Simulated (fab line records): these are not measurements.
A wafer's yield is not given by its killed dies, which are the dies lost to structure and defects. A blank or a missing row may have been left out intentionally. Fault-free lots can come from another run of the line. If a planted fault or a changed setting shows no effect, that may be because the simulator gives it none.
A struck lot beside a sound one    flow sfq line    41 out of 325 route steps
Sound: the wafers L132.1, L132.5, L132.6. Struck: wafer L141.5. (L141.2, L141.6 of the same lot were not struck and are left out.) The cause comes at the end.
Each step with rows lists, per side, the tool, then ch with its chambers, then its first start. Under that, the readings that differ: sound wafers    struck wafers    difference of the means    sigmas: that difference in standard deviations of wafers without a fault.
alike: readings with means less than 2 such deviations apart, plus words and numbers identical on both sides. not compared: withheld readings, readings lacking a value on some wafer, bounds such as >300 that could conceal the same value, and numbers that have no deviation in the record and whose values overlap.
The two part at a step that has a row with sigmas, a row that says differs or no value, or rows on one side only. Numbers that have no deviation but don't overlap get no sigmas and don't part them. Lack of a reading on every wafer of one side parts them only where that side has two or more wafers.

first, 6 steps without rows for these wafers: SFQ_TRILAYER_M7_LITHO_COAT_182 (resist thk 62 nm); SFQ_TRILAYER_M7_LITHO_COAT_177 (resist thk 600 nm); SFQ_TRILAYER_M7_LITHO_SOFTBAKE_181; SFQ_TRILAYER_M7_LITHO_EXPOSE_178 (exposes mask M7, target cd 500 nm); SFQ_TRILAYER_M7_LITHO_PEB_180 (peb time 60 s); SFQ_TRILAYER_M7_LITHO_DEVELOP_179 (time 60 s).
SFQ_M7_OVL_MEAS_945:
  struck on overlay-02, day 71 05:36; sound on overlay-01, day 65 15:17
  alike: M7_OVL
SFQ_TRILAYER_M7_BARC_OPEN_METAL_ETCH_229: etches BARC in O2, target depth 125 nm, time 41.7 s.
  sound on rie metal-02 ch 0,1, day 65 15:19; struck on rie metal-02 ch 1, day 71 05:38
  alike: drypump motor current A, oes product au
  not compared: rf hours counter h
SFQ_TRILAYER_M7_ETCH_METAL_ETCH_180: etches Nb in Cl2/Ar, stops on SiO2, target depth 240 nm, time 120 s.
  sound on rie metal-02 ch 0,1, day 65 15:22; struck on rie metal-02 ch 1, day 71 05:41
  alike: drypump motor current A, oes product au
  not compared: rf hours counter h
then, 2 steps without rows for these wafers: SFQ_TRILAYER_M7_STRIP_STRIP_181 (strips in O2); SFQ_TRILAYER_M7_STRIP_SOLV_CLEAN_182 (cleans in NMP, time 600 s).
SFQ_TRILAYER_I7_DEP_PECVD_183: deposits SiO2 from SiH4/N2O, time 111.11 s, target thk 500 nm.
  sound on pecvd-04 ch 0,1,2, day 65 16:17; struck on pecvd-03 ch 0, day 71 06:36
  alike: heater power w, susceptor temp C, throttle valve pct
SFQ_TRILAYER_I7_CMP_CMP_184: polishes SiO2.
  sound on cmp-02 ch 0,1,2, day 66 06:22; struck on cmp-01 ch 2, day 71 09:52
reading                                              sound            struck  difference  sigmas
time to endpoint s (s)                               207 206 212      273     +65         +8
model.SiO2_of_TRILAYER_I7_DEP_PECVD_183.thk nm (nm)  201.8 201.1 201  301.2   +99.9       
  alike: head pressure psi, motor current A, retaining ring pressure frac, slurry filter dp kPa
SFQ_I7_BOW_MEAS_946:
  struck on film metro-02, day 71 10:53; sound on film metro-02, day 66 08:22
  alike: I7_BOW
SFQ_TRILAYER_I7_METRO_MEASURE_185:
  struck on film metro-02, day 71 11:11; sound on film metro-02, day 66 08:29
reading      sound              struck  difference  sigmas
thk nm (nm)  201.8 201.1 201.1  301.6   +100.3      +84
then, 6 steps without rows for these wafers: SFQ_TRILAYER_I7_VIA_LITHO_COAT_192 (resist thk 62 nm); SFQ_TRILAYER_I7_VIA_LITHO_COAT_187 (resist thk 650 nm); SFQ_TRILAYER_I7_VIA_LITHO_SOFTBAKE_191; SFQ_TRILAYER_I7_VIA_LITHO_EXPOSE_188 (exposes mask I7, target cd 1000 nm); SFQ_TRILAYER_I7_VIA_LITHO_PEB_190 (peb time 60 s); SFQ_TRILAYER_I7_VIA_LITHO_DEVELOP_189 (time 60 s).
-- the record jumps here: 4 days lie between the struck wafers' starts before and after --
SFQ_I7_OVL_MEAS_947:
  struck on overlay-01, day 75 01:10; sound on overlay-01, day 70 13:59
  alike: I7_OVL
SFQ_TRILAYER_I7_VIA_BARC_OPEN_VIA_ETCH_260: etches BARC in O2, target depth 125 nm, time 41.7 s.
  sound on rie diel-01 ch 0,1, day 70 14:02; struck on rie diel-03 ch 2, day 75 01:12
  alike: drypump motor current A, oes product au
  not compared: rf hours counter h
SFQ_TRILAYER_I7_VIA_ETCH_VIA_ETCH_190: etches SiO2 in CHF3, stops on Nb, target depth 260 nm.
  sound on rie diel-01 ch 0,1, day 70 14:04; struck on rie diel-03 ch 2, day 75 01:14
reading                         sound              struck  difference  sigmas
oes product au (a.u.)           0.864 0.857 0.860  1.014   +0.154      +26
model.I7.feature depth nm (nm)  201.8 201.1 201    260.8   +59.5       
model.etch.depth nm (nm)        201.8 201.1 201    260.8   +59.5       
  alike: drypump motor current A
SFQ_TRILAYER_I7_VIA_STRIP_STRIP_191: strips in O2.
  sound on rie metal-03 ch 0,1, day 70 14:11; struck on rie metal-01 ch 0, day 75 01:21
  alike: drypump motor current A, oes product au
  not compared: rf hours counter h
then, 8 steps without rows for these wafers: SFQ_TRILAYER_I7_VIA_STRIP_SOLV_CLEAN_192 (cleans in NMP, time 600 s); SFQ_TRILAYER_M8_LITHO_LOR_COAT_197; SFQ_TRILAYER_M8_LITHO_LOR_BAKE_198; SFQ_TRILAYER_M8_LITHO_COAT_193 (resist thk 600 nm); SFQ_TRILAYER_M8_LITHO_SOFTBAKE_199; SFQ_TRILAYER_M8_LITHO_EXPOSE_194 (exposes mask M8, target cd 2000 nm); SFQ_TRILAYER_M8_LITHO_PEB_196 (peb time 60 s); SFQ_TRILAYER_M8_LITHO_DEVELOP_195 (img clear 15 s, time 55 s).
-- the record jumps here: 3 days lie between the struck wafers' starts before and after --
SFQ_M8_OVL_MEAS_948:
  struck on overlay-02, day 78 02:32; sound on overlay-01, day 70 17:52
  alike: M8_OVL
then, 3 steps without rows for these wafers: SFQ_TRILAYER_M8_DEP_EVAP_197 (material Ti, target thk 20 nm, time 100 s); SFQ_TRILAYER_M8_DEP_EVAP_198 (material Pt, target thk 50 nm, time 250 s); SFQ_TRILAYER_M8_DEP_EVAP_196 (material Au, target thk 180 nm, time 900 s).
SFQ_M8_RS_MEAS_949: a four-point-probe measurement.
  struck on film metro-04, day 78 03:20; sound on film metro-03, day 70 18:39
  alike: M8_AU_RS
SFQ_M8_THK_MEAS_950: measures by xrf.
  struck on film metro-04, day 78 03:26; sound on film metro-03, day 70 18:46
  alike: M8_AU_THK
then, 1 step without rows for these wafers: SFQ_TRILAYER_M8_LIFTOFF_LIFTOFF_197 (chemistry NMP, time 600 s).
SFQ_M8_BOW_MEAS_951:
  struck on film metro-03, day 78 03:41; sound on film metro-04, day 70 19:01
reading                  sound              struck  difference  sigmas
model.etest.i7.link ohm  1.058 1.056 1.038  1e+06   +1e+06      
  alike: M8_BOW

## WHERE THEY PART
Last at SFQ_TRILAYER_I7_VIA_ETCH_VIA_ETCH_190 as far as this record goes, first at SFQ_TRILAYER_I7_CMP_CMP_184. Later steps at which nothing parts them and some readings are alike: SFQ_TRILAYER_I7_VIA_STRIP_STRIP_191, SFQ_M8_OVL_MEAS_948, SFQ_M8_RS_MEAS_949, SFQ_M8_THK_MEAS_950, SFQ_M8_BOW_MEAS_951.

WHY: whatever the simulator had introduced
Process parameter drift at SFQ_TRILAYER_I7_CMP_CMP_184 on cmp-01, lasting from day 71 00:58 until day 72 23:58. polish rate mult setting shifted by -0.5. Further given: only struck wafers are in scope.
